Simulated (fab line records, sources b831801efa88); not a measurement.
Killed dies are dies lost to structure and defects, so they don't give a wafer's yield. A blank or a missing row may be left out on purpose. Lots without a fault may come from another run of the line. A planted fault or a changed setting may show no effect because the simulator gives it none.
One fault seen from 2 desks | flow sky130 | each desk has only its own numbers; what lay behind them comes last

THE METROLOGY DESK
What the gauges read, lot by lot, whatever tool the lot ran on: means of the sampled wafers that have a number. A lot is out of limits, marked OUT, if its mean lies more than 4 standard deviations from the usual mean; the brackets give that distance.
Columns: A = VIA3_W_THK at SKY_VIA3_THK_MEAS_23, usual 393 nm
lot  | first seen here | A
L989 | day 39 04:22    | 383
L990 | day 40 01:59    | 391
L991 | day 40 19:01    | 392
L997 | day 42 10:52    | 384
L998 | day 42 15:08    | 393
L999 | day 42 17:32    | 399
L106 | day 44 14:18    | 398
L108 | day 45 03:28    | 386
L109 | day 45 12:41    | 402
L110 | day 45 13:11    | 382
L111 | day 45 17:15    | 404
L112 | day 46 05:09    | 402
This desk's finding: nothing out of limits on any of the 12 lots.

THE TOOL OWNER'S DESK: rie_diel-02
The tool's own readings at SKY_POLY_GATE_ETCH_15 (etches BARC in N2/H2, stops on SiO2, time 116.5 s, target depth 110 nm): means of the sampled wafers that have a number, for each lot that ran on this tool. A lot is out of limits, marked OUT, if its mean lies more than 4 standard deviations from the usual mean; the brackets give that distance.
Columns: A = drypump_motor_current_A at SKY_POLY_GATE_ETCH_15, usual 5.6 A; B = oes_product_au at SKY_POLY_GATE_ETCH_15, usual 0.723 a.u.; C = throttle_valve_pct at SKY_POLY_GATE_ETCH_15, usual 13.213 %
lot  | first seen here | A   | B     | C
L991 | day 17 16:14    | 4.8 | 0.724 | 13.216
L997 | day 19 15:14    | 4.8 | 0.725 | 13.205
L998 | day 19 21:47    | 5.0 | 0.721 | 13.208
L110 | day 23 22:11    | 4.8 | 0.724 | 13.224
L112 | day 24 21:38    | 5.3 | 0.720 | 13.208
This desk's finding: nothing out of limits on any of the 5 lots.

PUT TOGETHER
The metrology desk saw nothing out of limits.
The tool owner's desk saw nothing out of limits.

WHAT THE SIMULATOR HAD PUT IN
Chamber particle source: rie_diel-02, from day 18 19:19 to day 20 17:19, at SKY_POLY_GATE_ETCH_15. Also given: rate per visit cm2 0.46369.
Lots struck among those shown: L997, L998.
